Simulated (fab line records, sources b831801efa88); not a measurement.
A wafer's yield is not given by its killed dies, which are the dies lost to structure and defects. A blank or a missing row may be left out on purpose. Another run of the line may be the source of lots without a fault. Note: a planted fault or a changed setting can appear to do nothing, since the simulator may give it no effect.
The tool behind it: which one? || flow sky130 || Sampling: 14 lots, 42 wafers, 4 of 708 route steps

## WHAT THE GAUGES READ, wafer by wafer
SKY_FIELD_ISO_THK_MEAS_02.
{"lot": "L409", "measured": "day 1 12:26", "on": "film-metro-01", "FIELD_ISO_OXIDATION_00_THK (nm)": "12.08 12.14 12.12"}
{"lot": "L410", "measured": "day 1 16:38", "on": "film-metro-03", "FIELD_ISO_OXIDATION_00_THK (nm)": "12.37 11.98 12.19"}
{"lot": "L411", "measured": "day 1 21:38", "on": "film-metro-04", "FIELD_ISO_OXIDATION_00_THK (nm)": "11.77 11.70 11.92"}
{"lot": "L412", "measured": "day 2 03:37", "on": "film-metro-03", "FIELD_ISO_OXIDATION_00_THK (nm)": "11.84 11.77 11.83"}
{"lot": "L414", "measured": "day 2 12:38", "on": "film-metro-04", "FIELD_ISO_OXIDATION_00_THK (nm)": "12.06 12.10 12.13"}
{"lot": "L415", "measured": "day 2 18:01", "on": "film-metro-04", "FIELD_ISO_OXIDATION_00_THK (nm)": "12.27 12.35 12.11"}
{"lot": "L416", "measured": "day 2 22:38", "on": "film-metro-03", "FIELD_ISO_OXIDATION_00_THK (nm)": "11.73 12.02 11.80"}
{"lot": "L418", "measured": "day 3 09:28", "on": "film-metro-03", "FIELD_ISO_OXIDATION_00_THK (nm)": "12.01 11.89 11.97"}
{"lot": "L420", "measured": "day 3 18:58", "on": "film-metro-03", "FIELD_ISO_OXIDATION_00_THK (nm)": "12.29 12.21 12.44"}
{"lot": "L422", "measured": "day 4 04:38", "on": "film-metro-04", "FIELD_ISO_OXIDATION_00_THK (nm)": "11.80 11.95 12.07"}
{"lot": "L426", "measured": "day 5 01:50", "on": "film-metro-04", "FIELD_ISO_OXIDATION_00_THK (nm)": "12.04 11.89 11.88"}
{"lot": "L427", "measured": "day 5 06:04", "on": "film-metro-03", "FIELD_ISO_OXIDATION_00_THK (nm)": "12.09 11.80 11.93"}
{"lot": "L431", "measured": "day 6 02:38", "on": "film-metro-04", "FIELD_ISO_OXIDATION_00_THK (nm)": "11.91 11.99 11.89"}
{"lot": "L432", "measured": "day 6 06:51", "on": "film-metro-01", "FIELD_ISO_OXIDATION_00_THK (nm)": "11.73 11.95 11.92"}

SKY_SD_N_CD_MEAS_07: target cd 380 nm.
{"lot": "L409", "measured": "day 27 21:31", "on": "cd-sem-01", "cd-nm (nm)": "382 382 382"}
{"lot": "L410", "measured": "day 28 10:44", "on": "cd-sem-01", "cd-nm (nm)": "375 376 375"}
{"lot": "L411", "measured": "day 28 09:14", "on": "cd-sem-02", "cd-nm (nm)": "388 386 388"}
{"lot": "L412", "measured": "day 29 17:56", "on": "cd-sem-01", "cd-nm (nm)": "377 376 377"}
{"lot": "L414", "measured": "day 29 23:41", "on": "cd-sem-01", "cd-nm (nm)": "379 380 381"}
{"lot": "L415", "measured": "day 30 12:06", "on": "cd-sem-01", "cd-nm (nm)": "375 378 376"}
{"lot": "L416", "measured": "day 30 15:21", "on": "cd-sem-02", "cd-nm (nm)": "375 378 379"}
{"lot": "L418", "measured": "day 31 05:01", "on": "cd-sem-01", "cd-nm (nm)": "381 382 383"}
{"lot": "L420", "measured": "day 32 05:58", "on": "cd-sem-01", "cd-nm (nm)": "381 381 378"}
{"lot": "L422", "measured": "day 32 18:07", "on": "cd-sem-01", "cd-nm (nm)": "380 379 378"}
{"lot": "L426", "measured": "day 33 15:06", "on": "cd-sem-02", "cd-nm (nm)": "382 384 381"}
{"lot": "L427", "measured": "day 33 20:52", "on": "cd-sem-02", "cd-nm (nm)": "376 376 377"}
{"lot": "L431", "measured": "day 35 18:02", "on": "cd-sem-01", "cd-nm (nm)": "378 380 377"}
{"lot": "L432", "measured": "day 35 21:45", "on": "cd-sem-02", "cd-nm (nm)": "383 385 385"}

SKY_LOCAL_INTERCONNECT_CD_MEAS_11: target cd 170 nm.
{"lot": "L409", "measured": "day 30 11:31", "on": "cd-sem-02", "cd-nm (nm)": "170.6 170.9 169.8"}
{"lot": "L410", "measured": "day 30 23:44", "on": "cd-sem-02", "cd-nm (nm)": "169.4 169.4 167.9"}
{"lot": "L411", "measured": "day 30 20:26", "on": "cd-sem-02", "cd-nm (nm)": "170.2 169.9 171.2"}
{"lot": "L412", "measured": "day 32 04:30", "on": "cd-sem-01", "cd-nm (nm)": "169.0 169.3 170.3"}
{"lot": "L414", "measured": "day 32 11:04", "on": "cd-sem-01", "cd-nm (nm)": "171.1 171.0 170.3"}
{"lot": "L415", "measured": "day 32 23:13", "on": "cd-sem-01", "cd-nm (nm)": "166.8 169.8 168.6"}
{"lot": "L416", "measured": "day 33 02:25", "on": "cd-sem-01", "cd-nm (nm)": "168.7 171.9 170.9"}
{"lot": "L418", "measured": "day 33 16:09", "on": "cd-sem-02", "cd-nm (nm)": "170.1 170.7 169.8"}
{"lot": "L420", "measured": "day 34 16:50", "on": "cd-sem-02", "cd-nm (nm)": "170.4 171.4 168.9"}
{"lot": "L422", "measured": "day 35 02:56", "on": "cd-sem-02", "cd-nm (nm)": "172.6 172.1 171.0"}
{"lot": "L426", "measured": "day 35 23:44", "on": "cd-sem-01", "cd-nm (nm)": "168.2 168.9 168.6"}
{"lot": "L427", "measured": "day 36 05:26", "on": "cd-sem-02", "cd-nm (nm)": "168.4 169.3 167.2"}
{"lot": "L431", "measured": "day 37 23:40", "on": "cd-sem-01", "cd-nm (nm)": "171.3 172.8 171.7"}
{"lot": "L432", "measured": "day 38 04:17", "on": "cd-sem-01", "cd-nm (nm)": "171.9 172.7 170.6"}

## TOOL THAT RAN EACH LOT (tool first, then ch and the chambers of the sampled wafers, then the start)
{"lot": "L409", "SKY_VT_ADJUST_HVTP_SOFTBAKE_03": "litho-track-02 ch 0, day 5 14:35"}
{"lot": "L410", "SKY_VT_ADJUST_HVTP_SOFTBAKE_03": "litho-track-03 ch 0, day 5 21:20"}
{"lot": "L411", "SKY_VT_ADJUST_HVTP_SOFTBAKE_03": "litho-track-02 ch 0, day 6 00:05"}
{"lot": "L412", "SKY_VT_ADJUST_HVTP_SOFTBAKE_03": "litho-track-03 ch 0, day 6 08:22"}
{"lot": "L414", "SKY_VT_ADJUST_HVTP_SOFTBAKE_03": "litho-track-04 ch 0, day 6 21:07"}
{"lot": "L415", "SKY_VT_ADJUST_HVTP_SOFTBAKE_03": "litho-track-03 ch 0, day 7 07:37"}
{"lot": "L416", "SKY_VT_ADJUST_HVTP_SOFTBAKE_03": "litho-track-04 ch 0, day 7 12:38"}
{"lot": "L418", "SKY_VT_ADJUST_HVTP_SOFTBAKE_03": "litho-track-02 ch 0, day 7 23:49"}
{"lot": "L420", "SKY_VT_ADJUST_HVTP_SOFTBAKE_03": "litho-track-04 ch 0, day 8 12:25"}
{"lot": "L422", "SKY_VT_ADJUST_HVTP_SOFTBAKE_03": "litho-track-03 ch 0, day 9 00:34"}
{"lot": "L426", "SKY_VT_ADJUST_HVTP_SOFTBAKE_03": "litho-track-03 ch 0, day 10 01:58"}
{"lot": "L427", "SKY_VT_ADJUST_HVTP_SOFTBAKE_03": "litho-track-03 ch 0, day 10 07:56"}
{"lot": "L431", "SKY_VT_ADJUST_HVTP_SOFTBAKE_03": "litho-track-03 ch 0, day 11 17:56"}
{"lot": "L432", "SKY_VT_ADJUST_HVTP_SOFTBAKE_03": "litho-track-04 ch 0, day 11 22:40"}
- SKY_VT_ADJUST_HVTP_SOFTBAKE_03: time 60 s.

## WHAT THE TOOLS THEMSELVES READ (means of the sampled wafers that have a number; where no wafer has one, the mark that the record gives instead)
SKY_VT_ADJUST_HVTP_SOFTBAKE_03.
{"lot": "L409", "tool": "litho-track-02", "run-length-s (s)": 89.26}
{"lot": "L410", "tool": "litho-track-03", "run-length-s (s)": 89.34}
{"lot": "L411", "tool": "litho-track-02", "run-length-s (s)": 89.21}
{"lot": "L412", "tool": "litho-track-03", "run-length-s (s)": 89.36}
{"lot": "L414", "tool": "litho-track-04", "run-length-s (s)": 88.97}
{"lot": "L415", "tool": "litho-track-03", "run-length-s (s)": 89.35}
{"lot": "L416", "tool": "litho-track-04", "run-length-s (s)": 88.87}
{"lot": "L418", "tool": "litho-track-02", "run-length-s (s)": 89.19}
{"lot": "L420", "tool": "litho-track-04", "run-length-s (s)": 88.78}
{"lot": "L422", "tool": "litho-track-03", "run-length-s (s)": 89.56}
{"lot": "L426", "tool": "litho-track-03", "run-length-s (s)": 89.38}
{"lot": "L427", "tool": "litho-track-03", "run-length-s (s)": 107.21}
{"lot": "L431", "tool": "litho-track-03", "run-length-s (s)": 107.30}
{"lot": "L432", "tool": "litho-track-04", "run-length-s (s)": 88.81}

## THE ANSWER, worked out from the rows above alone
Rule: the usual values come from the lots themselves. Put in order of their means at a reading, lots are off if they are a third of the lots or fewer, leave a main group of 4 or more, and stand apart from it by a gap of 3 or more times the standard deviation of the main group's means; of several such gaps the widest counts. If all means in a main group match to the digits the tables above print for the reading, that group is not used. Also off: a lot with no number at a reading for which 4 or more lots have one. Where the step has rows for the other lots, those lots are counted as sound. First the gauges in route order, then the tools' own readings, where a lot's mean is used as printed above. The first step at which some lot is off is used, and at that step the reading that is off furthest; a lot without a number counts as furthest.
Off: L427, L431 (SKY_VT_ADJUST_HVTP_SOFTBAKE_03, run-length-s). The main group has a mean of 89.17 s with a standard deviation of 0.24.
A tool fits if, at that step or a process step before it, it ran every lot that is off, and no sound lot after the first of them. One candidate fits, namely litho-track-03 at SKY_VT_ADJUST_HVTP_SOFTBAKE_03. Its last sound lot is L426 (day 10 01:58), its first lot that is off L427 (day 10 07:56): a fault that began between those two fits.
The tool's own readings at SKY_VT_ADJUST_HVTP_SOFTBAKE_03 bear it out: on the lots that are off they differ by more than 5 times the standard deviation of the sound lots' means. run-length-s reads 107.25 s there against 89.17 s on the sound lots.

## WHAT WAS PUT IN BY THE SIMULATOR
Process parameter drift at SKY_VT_ADJUST_HVTP_SOFTBAKE_03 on litho-track-03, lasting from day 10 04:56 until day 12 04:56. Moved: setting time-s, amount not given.
Struck lots among those shown: L427, L431. The rule above reached the same finding.
